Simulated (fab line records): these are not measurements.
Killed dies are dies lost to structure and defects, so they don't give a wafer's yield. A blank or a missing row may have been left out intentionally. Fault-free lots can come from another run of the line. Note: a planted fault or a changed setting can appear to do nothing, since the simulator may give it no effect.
Struck lot and sound lot, side by side :: flow gf180mcu :: 16 steps out of a route of 602
Sound: these wafers, L557.3, L557.4, L557.6. Struck: wafers L565.4, L565.6. (L565.3 of the same lot was not struck and is left out.) The cause comes at the end.
For every step that has rows: the tool of each side, followed by ch and its chambers, followed by its first start. Under that, the readings that differ: sound wafers :: struck wafers :: difference of the means :: sigmas: that difference in standard deviations of wafers without a fault.
alike: readings whose means differ by less than 2 such deviations, and words and numbers that are the same on both sides. not compared: withheld readings, readings that some wafer has no value for, bounds like >300 that may hide the same value, and numbers for which the record gives no deviation and whose values overlap.
The two part at a step that has a row with sigmas, a row that says differs or no value, or rows on one side only. Numbers that don't overlap but have no deviation are shown without sigmas and don't part them. A reading missing from all wafers of one side parts the sides only when that side holds two or more wafers.

first, 3 steps without rows for these wafers: GF_V5_EXPOSE_11 (exposes mask Via5, target cd 260 nm); GF_V5_PEB_12 (peb time 90 s); GF_V5_DEVELOP_13 (develop time 60 s).
GF_V5_CD_MEAS_14: target cd 260 nm.
  sound on cd-sem-01 at day 27 22:26; struck on cd-sem-01 at day 30 03:32
  alike: cd-nm
GF_V5_OVL_MEAS_15:
  sound on overlay-01 at day 27 22:32; struck on overlay-01 at day 30 03:38
  alike: V5_OVL
GF_V5_ETCH_16: etches BARC in N2/H2.
  sound on rie-diel-03 ch 1,2, day 27 22:34; struck on rie-diel-04 ch 1, day 30 03:40
  alike: drypump-motor-current-A, oes-product-au, throttle-valve-pct
GF_V5_ETCH_17: etches SiO2 in C4F8/O2/Ar, stops on TiN, target depth 855 nm.
  sound on rie-diel-03 ch 1,2; struck on rie-diel-04 ch 1
  alike: oes-product-au
GF_V5_STRIP_18: strips in O2/N2.
  sound on plasma-asher-03 ch 0,1, day 27 22:44; struck on plasma-asher-03 ch 0,1, day 30 03:50
  alike: drypump-motor-current-A, heater-power-w, o2-flow-sccm, oes-product-au
  not compared: rf-hours-counter-h
then, 3 steps without rows for these wafers: GF_V5_STRIP_19 (strips in post etch residue remover, time 1200 s); GF_V5_CLEAN_20 (cleans in DIW); GF_V5_SPUTTER_21 (material Ti, target thk 15 nm, time 80.02 s).
GF_V5_SPUTTER_22: material TiN, target thk 10 nm, time 40 s.
  sound on pvd-sputter-03 at day 27 23:43; struck on pvd-sputter-02 at day 30 04:25
  alike: throttle-valve-pct
GF_V5_CVD_23: deposits W, target thk 350 nm, time 104.9 s.
  sound on cvd-w-01 ch 0,1, day 27 23:47; struck on cvd-w-01 ch 1, day 30 04:30
reading: chamber-pressure-Torr (Torr)
sound: 40.05 39.95 40.06
struck: 34.69 34.58
difference: -5.39
sigmas: -61

reading: model.W_of_V5_CVD_23.thk-nm (nm)
sound: 346.2 347.8 344.7
struck: 324 322
difference: -23
sigmas: 
  alike: heater-power-w
GF_V5_RS_MEAS_24: the measuring method here is four-point-probe.
  sound on film-metro-02 at day 27 23:54; struck on film-metro-01 at day 30 04:37
reading: V5_W_RS (ohm/sq)
sound: 0.3311 0.3298 0.3320
struck: 0.3531 0.3562
difference: +0.0237
sigmas: +8
GF_V5_THK_MEAS_25: measures by xrf.
  sound on film-metro-02 at day 28 00:00; struck on film-metro-01 at day 30 04:43
reading: V5_W_THK (nm)
sound: 338.7 340.8 338.9
struck: 312.5 311.1
difference: -27.7
sigmas: -10
GF_V5_CMP_26: polishes, stops on SiO2, t overpolish 15 s, target thk 0 nm.
  sound on cmp-02 ch 0,3, day 28 00:02; struck on cmp-01 ch 1,3, day 30 04:51
  alike: motor-current-A

## WHERE THEY PART
Last at GF_V5_THK_MEAS_25 as far as this record goes, first at GF_V5_CVD_23. Later steps at which nothing parts them and some readings are alike: GF_V5_CMP_26.

WHY: what the simulator had put in
cvd-w-01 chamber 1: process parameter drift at GF_V5_CVD_23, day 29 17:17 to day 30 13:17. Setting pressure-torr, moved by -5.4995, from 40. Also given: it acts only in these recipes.
